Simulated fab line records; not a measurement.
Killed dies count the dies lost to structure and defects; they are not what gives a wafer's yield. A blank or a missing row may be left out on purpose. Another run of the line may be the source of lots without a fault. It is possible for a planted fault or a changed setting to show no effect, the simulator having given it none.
Which tool did it? || flow sky130 || Sampling: 13 lots, 39 wafers, 3 of 708 route steps

## WHAT EACH GAUGE READ, for each wafer
SKY_SONOS_ONO_THK_MEAS_03. Usual: SONOS_ONO_CVD_02_THK 10.51 nm, standard deviation 0.16.
{"lot": "L686", "measured": "day 11 17:53", "on": "film metro-04", "SONOS_ONO_CVD_02_THK (nm)": "10.44 10.46 10.39", "flag": ""}
{"lot": "L687", "measured": "day 12 00:25", "on": "film metro-04", "SONOS_ONO_CVD_02_THK (nm)": "10.48 10.53 10.48", "flag": ""}
{"lot": "L696", "measured": "day 14 17:05", "on": "film metro-03", "SONOS_ONO_CVD_02_THK (nm)": "10.80 10.80 10.65", "flag": ""}
{"lot": "L697", "measured": "day 14 17:05", "on": "film metro-04", "SONOS_ONO_CVD_02_THK (nm)": "10.74 10.66 10.70", "flag": ""}
{"lot": "L698", "measured": "day 15 19:31", "on": "film metro-03", "SONOS_ONO_CVD_02_THK (nm)": "10.56 10.56 10.61", "flag": ""}
{"lot": "L700", "measured": "day 16 03:40", "on": "film metro-03", "SONOS_ONO_CVD_02_THK (nm)": "10.63 10.70 10.69", "flag": ""}
{"lot": "L701", "measured": "day 16 05:04", "on": "film metro-01", "SONOS_ONO_CVD_02_THK (nm)": "10.50 10.46 10.64", "flag": ""}
{"lot": "L704", "measured": "day 17 22:02", "on": "film metro-03", "SONOS_ONO_CVD_02_THK (nm)": "10.49 10.37 10.49", "flag": ""}
{"lot": "L705", "measured": "day 18 03:56", "on": "film metro-03", "SONOS_ONO_CVD_02_THK (nm)": "10.52 10.46 10.35", "flag": ""}
{"lot": "L706", "measured": "day 18 07:29", "on": "film metro-04", "SONOS_ONO_CVD_02_THK (nm)": "10.78 10.63 10.77", "flag": ""}
{"lot": "L707", "measured": "day 19 06:23", "on": "film metro-03", "SONOS_ONO_CVD_02_THK (nm)": "10.30 10.43 10.29", "flag": ""}
{"lot": "L708", "measured": "day 19 11:56", "on": "film metro-04", "SONOS_ONO_CVD_02_THK (nm)": "10.64 10.63 10.69", "flag": ""}
{"lot": "L709", "measured": "day 19 18:14", "on": "film metro-01", "SONOS_ONO_CVD_02_THK (nm)": "10.13 10.24 10.28", "flag": ""}

SKY_RES_PROTECT_TW_MEAS_08. Usual: POLY_GATE_TW 4074, standard deviation 20.
{"lot": "L686", "measured": "day 15 05:31", "on": "film metro-02", "POLY_GATE_TW": "4094 4065 4076", "flag": ""}
{"lot": "L687", "measured": "day 15 12:17", "on": "film metro-03", "POLY_GATE_TW": "4052 4068 4066", "flag": ""}
{"lot": "L696", "measured": "day 18 14:04", "on": "film metro-03", "POLY_GATE_TW": "4072 4072 4056", "flag": ""}
{"lot": "L697", "measured": "day 18 14:56", "on": "film metro-02", "POLY_GATE_TW": "4076 4049 4071", "flag": ""}
{"lot": "L698", "measured": "day 19 20:21", "on": "film metro-03", "POLY_GATE_TW": "4091 4078 4071", "flag": ""}
{"lot": "L700", "measured": "day 20 03:47", "on": "film metro-02", "POLY_GATE_TW": "4050 4087 4062", "flag": ""}
{"lot": "L701", "measured": "day 20 06:35", "on": "film metro-02", "POLY_GATE_TW": "4073 4077 4095", "flag": ""}
{"lot": "L704", "measured": "day 22 01:11", "on": "film metro-03", "POLY_GATE_TW": "4055 4068 4055", "flag": ""}
{"lot": "L705", "measured": "day 22 07:12", "on": "film metro-02", "POLY_GATE_TW": "4082 4093 4060", "flag": ""}
{"lot": "L706", "measured": "day 22 10:20", "on": "film metro-03", "POLY_GATE_TW": "4040 4050 4043", "flag": ""}
{"lot": "L707", "measured": "day 23 07:47", "on": "film metro-03", "POLY_GATE_TW": "4063 4062 4059", "flag": ""}
{"lot": "L708", "measured": "day 23 14:46", "on": "film metro-01", "POLY_GATE_TW": "4112 4093 4087", "flag": ""}
{"lot": "L709", "measured": "day 23 21:26", "on": "film metro-02", "POLY_GATE_TW": "4069 4078 4065", "flag": ""}

## WHICH TOOL RAN EACH LOT (tool, then ch and the chambers of the sampled wafers, then the start)
{"lot": "L686", "SKY_VT_ADJUST_HVTR_STRIP_10": "plasma asher-03 ch 0,1, day 9 11:31"}
{"lot": "L687", "SKY_VT_ADJUST_HVTR_STRIP_10": "plasma asher-01 ch 0,1, day 9 19:02"}
{"lot": "L696", "SKY_VT_ADJUST_HVTR_STRIP_10": "plasma asher-01 ch 0,1, day 12 07:04"}
{"lot": "L697", "SKY_VT_ADJUST_HVTR_STRIP_10": "plasma asher-03 ch 0,1, day 12 09:01"}
{"lot": "L698", "SKY_VT_ADJUST_HVTR_STRIP_10": "plasma asher-02 ch 0,1, day 13 11:05"}
{"lot": "L700", "SKY_VT_ADJUST_HVTR_STRIP_10": "plasma asher-01 ch 0,1, day 13 13:31"}
{"lot": "L701", "SKY_VT_ADJUST_HVTR_STRIP_10": "plasma asher-03 ch 0,1, day 13 17:49"}
{"lot": "L704", "SKY_VT_ADJUST_HVTR_STRIP_10": "plasma asher-01 ch 0,1, day 15 09:48"}
{"lot": "L705", "SKY_VT_ADJUST_HVTR_STRIP_10": "plasma asher-01 ch 1, day 15 15:50"}
{"lot": "L706", "SKY_VT_ADJUST_HVTR_STRIP_10": "plasma asher-02 ch 0,1, day 15 18:37"}
{"lot": "L707", "SKY_VT_ADJUST_HVTR_STRIP_10": "plasma asher-02 ch 0,1, day 16 15:54"}
{"lot": "L708", "SKY_VT_ADJUST_HVTR_STRIP_10": "plasma asher-03 ch 0,1, day 16 18:20"}
{"lot": "L709", "SKY_VT_ADJUST_HVTR_STRIP_10": "plasma asher-02 ch 0,1, day 17 01:09"}
- SKY_VT_ADJUST_HVTR_STRIP_10: strips in O2/N2.

## WHAT THE TOOLS THEMSELVES READ (means of the sampled wafers that have a number; where no wafer has one, the mark that the record gives instead)
SKY_VT_ADJUST_HVTR_STRIP_10. Usual: drypump motor current A 5.83 A, standard deviation 0.29; oes product au 0.716 a.u., standard deviation 0.0048; strip time to endpoint s 14.18 s, standard deviation 0.041.
{"lot": "L686", "tool": "plasma asher-03", "drypump motor current A (A)": 5.90, "oes product au (a.u.)": 0.718, "strip time to endpoint s (s)": 14.22, "flag": ""}
{"lot": "L687", "tool": "plasma asher-01", "drypump motor current A (A)": 5.78, "oes product au (a.u.)": 0.715, "strip time to endpoint s (s)": 14.19, "flag": ""}
{"lot": "L696", "tool": "plasma asher-01", "drypump motor current A (A)": 5.76, "oes product au (a.u.)": 0.716, "strip time to endpoint s (s)": 14.18, "flag": ""}
{"lot": "L697", "tool": "plasma asher-03", "drypump motor current A (A)": 5.66, "oes product au (a.u.)": 0.718, "strip time to endpoint s (s)": 14.16, "flag": ""}
{"lot": "L698", "tool": "plasma asher-02", "drypump motor current A (A)": 6.15, "oes product au (a.u.)": 0.715, "strip time to endpoint s (s)": 14.19, "flag": ""}
{"lot": "L700", "tool": "plasma asher-01", "drypump motor current A (A)": 5.69, "oes product au (a.u.)": 0.714, "strip time to endpoint s (s)": 14.13, "flag": ""}
{"lot": "L701", "tool": "plasma asher-03", "drypump motor current A (A)": 5.89, "oes product au (a.u.)": 0.717, "strip time to endpoint s (s)": 14.20, "flag": ""}
{"lot": "L704", "tool": "plasma asher-01", "drypump motor current A (A)": 5.78, "oes product au (a.u.)": 0.713, "strip time to endpoint s (s)": 14.22, "flag": ""}
{"lot": "L705", "tool": "plasma asher-01", "drypump motor current A (A)": 5.87, "oes product au (a.u.)": 0.715, "strip time to endpoint s (s)": 14.17, "flag": ""}
{"lot": "L706", "tool": "plasma asher-02", "drypump motor current A (A)": 6.03, "oes product au (a.u.)": 0.712, "strip time to endpoint s (s)": 14.19, "flag": ""}
{"lot": "L707", "tool": "plasma asher-02", "drypump motor current A (A)": 5.97, "oes product au (a.u.)": 0.713, "strip time to endpoint s (s)": 14.27, "flag": ""}
{"lot": "L708", "tool": "plasma asher-03", "drypump motor current A (A)": 5.65, "oes product au (a.u.)": 0.716, "strip time to endpoint s (s)": 14.22, "flag": ""}
{"lot": "L709", "tool": "plasma asher-02", "drypump motor current A (A)": 6.14, "oes product au (a.u.)": 0.714, "strip time to endpoint s (s)": 14.15, "flag": ""}

## THE ANSWER, worked out from the rows above alone
Rule: a lot is off if the mean of its wafers that have a number lies more than 3 standard deviations from the usual mean. A lot without any number at a reading at which 4 lots or more have one is off too. Any other lot the step has rows for is counted as sound. After the gauges, taken in route order, come the tools' own readings; for these a lot's mean is taken, as printed above. At the first step where some lot is off, the reading lying furthest off is the one used; lots without a number count as furthest.
No lot is off on any of the readings shown, so nothing can be concluded from this.

## WHAT THE SIMULATOR PUT IN
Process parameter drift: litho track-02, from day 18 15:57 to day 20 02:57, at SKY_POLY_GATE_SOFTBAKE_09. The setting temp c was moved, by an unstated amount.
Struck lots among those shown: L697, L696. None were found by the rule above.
